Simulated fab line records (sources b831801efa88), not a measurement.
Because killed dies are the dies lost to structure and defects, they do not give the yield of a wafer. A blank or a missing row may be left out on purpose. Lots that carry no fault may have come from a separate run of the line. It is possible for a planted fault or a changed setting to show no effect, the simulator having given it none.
Which tool was responsible? -- flow sky130 -- 12 lots, 36 wafers sampled, at 5 steps of a route of 708

## WHAT EACH GAUGE READ, for each wafer
SKY_VIA2_RS_MEAS_22: the measuring method here is four-point-probe.
lot,measured,on,VIA2_W_RS (ohm/sq)
L644,day 38 08:20,film_metro-04,0.270 0.277 0.268
L645,day 38 16:05,film_metro-02,0.266 0.275 0.274
L646,day 38 18:43,film_metro-04,0.268 0.266 0.276
L647,day 38 23:29,film_metro-03,0.267 0.273 0.262
L648,day 39 14:43,film_metro-04,0.274 0.267 0.273
L649,day 39 20:24,film_metro-02,0.264 0.275 0.263
L650,day 40 04:36,film_metro-03,0.266 0.274 0.266
L654,day 41 03:03,film_metro-02,0.275 0.269 0.267
L655,day 41 15:23,film_metro-03,0.272 0.272 0.265
L659,day 42 14:43,film_metro-02,0.274 0.266 0.274
L660,day 42 20:25,film_metro-04,0.271 0.275 0.276
L664,day 43 17:01,film_metro-04,0.268 0.266 0.275

SKY_METAL3_CD_MEAS_13: the cd target is 300 nm.
lot,measured,on,cd_nm (nm)
L644,day 40 12:57,cd_sem-02,300.3 299.8 299.6
L645,day 40 19:37,cd_sem-02,300.9 301.3 301.1
L646,day 40 22:52,cd_sem-02,300.2 299.9 301.7
L647,day 41 02:59,cd_sem-02,301.7 299.7 302.1
L648,day 41 17:50,cd_sem-02,298.7 298.8 299.5
L649,day 41 22:51,cd_sem-01,298.6 299.6 298.0
L650,day 42 05:17,cd_sem-01,299.5 297.9 299.5
L654,day 43 05:36,cd_sem-01,300.9 298.5 299.0
L655,day 43 16:17,cd_sem-02,300.1 300.1 299.5
L659,day 44 14:43,cd_sem-01,297.9 297.8 299.0
L660,day 44 19:00,cd_sem-01,300.5 300.7 300.2
L664,day 45 16:22,cd_sem-01,298.4 298.8 299.3

SKY_VIA3_THK_MEAS_01.
lot,measured,on,VIA3_HDPCVD_THK (nm)
L644,day 40 14:11,film_metro-01,1633 1643 1645
L645,day 40 20:52,film_metro-01,1621 1631 1634
L646,day 41 00:07,film_metro-03,1631 1660 1646
L647,day 41 04:14,film_metro-03,1642 1637 1639
L648,day 41 19:05,film_metro-01,1666 1670 1667
L649,day 42 00:11,film_metro-03,1657 1651 1660
L650,day 42 06:39,film_metro-04,1601 1615 1628
L654,day 43 06:58,film_metro-01,1629 1634 1626
L655,day 43 17:33,film_metro-01,1632 1650 1342
L659,day 44 15:56,film_metro-03,1623 1626 1643
L660,day 44 20:17,film_metro-03,1630 1632 1630
L664,day 45 17:37,film_metro-01,1632 1642 1627

## TOOL THAT RAN EACH LOT (tool first, then ch and the chambers of the sampled wafers, then the start)
lot,SKY_METAL3_SPUTTER_04,SKY_VIA3_HDPCVD_00
L644,"pvd_sputter-03, day 38 08:55","hdpcvd-01 ch 1,2, day 40 14:02"
L645,"pvd_sputter-04, day 38 16:41","hdpcvd-01 ch 1,2, day 40 20:42"
L646,"pvd_sputter-01, day 38 19:14","hdpcvd-01 ch 0,1,2, day 41 00:00"
L647,"pvd_sputter-03, day 39 00:02","hdpcvd-01 ch 0,1, day 41 04:02"
L648,"pvd_sputter-03, day 39 15:16","hdpcvd-01 ch 0,1, day 41 18:53"
L649,"pvd_sputter-01, day 39 20:59","hdpcvd-01 ch 0,1,2, day 42 00:01"
L650,"pvd_sputter-04, day 40 05:10","hdpcvd-02 ch 0,1, day 42 06:28"
L654,"pvd_sputter-01, day 41 03:38","hdpcvd-01 ch 1,2, day 43 06:48"
L655,"pvd_sputter-01, day 41 15:56","hdpcvd-01 ch 0,1,2, day 43 17:22"
L659,"pvd_sputter-03, day 42 15:32","hdpcvd-02 ch 0,2, day 44 15:45"
L660,"pvd_sputter-03, day 42 21:00","hdpcvd-02 ch 0,1,2, day 44 20:07"
L664,"pvd_sputter-03, day 43 17:34","hdpcvd-02 ch 0,1, day 45 17:26"
- SKY_METAL3_SPUTTER_04: material TiN, target thk 70 nm, time 58.3 s.
- SKY_VIA3_HDPCVD_00: deposits SiO2, target thk 1635 nm, time 272.5 s.

## WHAT THE TOOLS THEMSELVES READ (means of the sampled wafers that have a number; where no wafer has one, the mark that the record gives instead)
SKY_METAL3_SPUTTER_04.
lot,tool,cathode_dc_power_W (W),throttle_valve_pct (%)
L644,pvd_sputter-03,6500.4,30.1
L645,pvd_sputter-04,6499.3,29.3
L646,pvd_sputter-01,6499.9,30.4
L647,pvd_sputter-03,6499.1,29.6
L648,pvd_sputter-03,6500.0,30.0
L649,pvd_sputter-01,6498.2,30.4
L650,pvd_sputter-04,6500.1,29.7
L654,pvd_sputter-01,6500.1,30.6
L655,pvd_sputter-01,6500.6,30.3
L659,pvd_sputter-03,6501.2,30.1
L660,pvd_sputter-03,6500.4,29.4
L664,pvd_sputter-03,6499.2,30.0

SKY_VIA3_HDPCVD_00.
lot,tool,sih4_flow_sccm (sccm)
L644,hdpcvd-01,59.93
L645,hdpcvd-01,60.15
L646,hdpcvd-01,60.03
L647,hdpcvd-01,60.11
L648,hdpcvd-01,60.06
L649,hdpcvd-01,59.83
L650,hdpcvd-02,59.94
L654,hdpcvd-01,60.07
L655,hdpcvd-01,56.05
L659,hdpcvd-02,60.09
L660,hdpcvd-02,60.04
L664,hdpcvd-02,59.92

## THE ANSWER, worked out from the rows above alone
Rule: usual is defined by the lots themselves. The widest of any qualifying gaps counts: lots, ordered by their means at a reading, are off when they make up no more than a third of the lots, leave a main group of 4 or more, and stand apart from it by 3 or more times the standard deviation of that group's means. If all means in a main group match to the digits the tables above print for the reading, that group is not used. A lot without any number at a reading at which 4 lots or more have one is off too. Where the step has rows for the other lots, those lots are counted as sound. After the gauges, taken in route order, come the tools' own readings; for these a lot's mean is taken, as printed above. The first step at which some lot is off is used, and at that step the reading that is off furthest; a lot without a number counts as furthest.
Off: L655, seen at SKY_VIA3_THK_MEAS_01 (VIA3_HDPCVD_THK). Main group: mean 1638 nm, sd 14.
If a tool, at a process step before that reading, ran all the lots that are off and no sound lot after the first of them, it fits. The gauges at SKY_VIA3_THK_MEAS_01 aren't tried: what is off there is off at SKY_VIA3_HDPCVD_00 too, on other tools, and a gauge's error can't cause that. Can't be told from this: 2 tools fit, pvd_sputter-01 at SKY_METAL3_SPUTTER_04, hdpcvd-01 at SKY_VIA3_HDPCVD_00.

## WHAT THE SIMULATOR HAD PUT IN
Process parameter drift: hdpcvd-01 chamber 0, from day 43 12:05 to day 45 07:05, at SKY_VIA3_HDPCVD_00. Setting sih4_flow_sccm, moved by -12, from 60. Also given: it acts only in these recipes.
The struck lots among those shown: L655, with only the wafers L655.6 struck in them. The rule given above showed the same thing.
